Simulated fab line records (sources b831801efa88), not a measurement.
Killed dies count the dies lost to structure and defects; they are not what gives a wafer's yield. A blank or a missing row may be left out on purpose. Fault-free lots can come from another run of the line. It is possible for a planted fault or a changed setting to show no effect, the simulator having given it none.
What tool caused it? -- flow gf180mcu -- 6 lots, 18 wafers sampled, at 1 step of a route of 602

## WHAT THE GAUGES READ, wafer by wafer
GF_M1_RS_MEAS_05: measures by four-point-probe.
lot,measured,on,M1_ALCU_RS (ohm/sq)
L767,day 16 21:35,filmMetro-03,0.0692 0.0694 0.0683
L769,day 17 14:58,filmMetro-01,0.0683 0.0682 0.0686
L771,day 18 17:38,filmMetro-01,0.0676 0.0672 0.0685
L772,day 19 00:47,filmMetro-03,0.0697 0.0684 0.0686
L782,day 22 06:36,filmMetro-02,0.0690 0.0708 0.0694
L788,day 24 01:21,filmMetro-03,0.0694 0.0712 0.0694

## EACH LOT AND THE TOOL THAT RAN IT (in order: tool; ch and the chambers of the sampled wafers; start)
Before these readings, the record contains no process step.

## THE ANSWER, worked out from the rows above alone
Rule: the lots themselves supply what counts as usual. The widest of any qualifying gaps counts: lots, ordered by their means at a reading, are off when they make up no more than a third of the lots, leave a main group of 4 or more, and stand apart from it by 3 or more times the standard deviation of that group's means. The tables above print the reading to a certain number of digits; a main group whose means all agree to those digits is not used. Also off: a lot with no number at a reading for which 4 or more lots have one. Where the step has rows for the other lots, those lots are counted as sound.
Nothing can be told from this: no lot is off at any reading shown.

## WHAT HAD BEEN PUT IN BY THE SIMULATOR
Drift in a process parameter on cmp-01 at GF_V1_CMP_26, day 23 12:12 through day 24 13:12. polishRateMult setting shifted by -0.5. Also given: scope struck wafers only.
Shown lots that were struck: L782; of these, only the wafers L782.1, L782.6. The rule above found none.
